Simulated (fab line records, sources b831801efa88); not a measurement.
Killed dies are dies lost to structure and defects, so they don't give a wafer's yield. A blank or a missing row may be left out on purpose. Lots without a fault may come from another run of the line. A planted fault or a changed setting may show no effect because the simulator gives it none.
Chamber matching | flow gf180mcu | GF_V1_ETCH_17 on rie_diel-04: 4 sister chambers
The step etches SiO2 in C4F8/O2/Ar, stops on TiN, target depth 630 nm. 7 wafers are shown with their chamber, then 8 later ones without.

WAFERS WITH THEIR CHAMBER
wafer  | chamber | oes_product_au (a.u.)
L168.1 | 3       | 0.850
L168.3 | 0       | 0.853
L170.6 | 0       | 0.861
L173.2 | 1       | 0.857
L173.3 | 2       | 0.852
L173.6 | 1       | 0.856
L177.3 | 2       | 0.862

WAFERS WITHOUT THEIR CHAMBER
wafer  | oes_product_au (a.u.)
L177.5 | 0.856
L177.6 | 0.848
L181.1 | 0.862
L181.4 | 0.850
L181.5 | 0.859
L182.3 | 0.855
L182.4 | 0.859
L182.6 | 0.853

WHICH CHAMBER EACH WENT THROUGH
wafer  | from the rows above               | in truth
L177.5 | can't be placed: 1 or 0 or 2 or 3 | 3
L177.6 | can't be placed: 3 or 1 or 0 or 2 | 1
L181.1 | can't be placed: 0 or 2 or 1 or 3 | 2
L181.4 | can't be placed: 3 or 1 or 0 or 2 | 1
L181.5 | can't be placed: 0 or 2 or 1 or 3 | 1
L182.3 | can't be placed: 1 or 0 or 2 or 3 | 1
L182.4 | can't be placed: 0 or 2 or 1 or 3 | 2
L182.6 | can't be placed: 3 or 1 or 0 or 2 | 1
Placed correctly: 0 of 8. Can't be placed from these rows: 8 (the true chamber is among the candidates in 8). Placed wrongly: 0.
How it was worked out, from the rows above alone: a wafer's distance from a chamber is the root of the sum, over the readings, of the square of ((its reading less the chamber's mean) divided by the reading's scatter). The wafer belongs to the nearest chamber; if the next one is less than 2 further off, it can't be placed. A chamber's mean is the mean of its shown wafers. The scatter: the root of (the sum of the squares of (reading less its chamber's mean) over the shown wafers, divided by (wafers less chambers)).
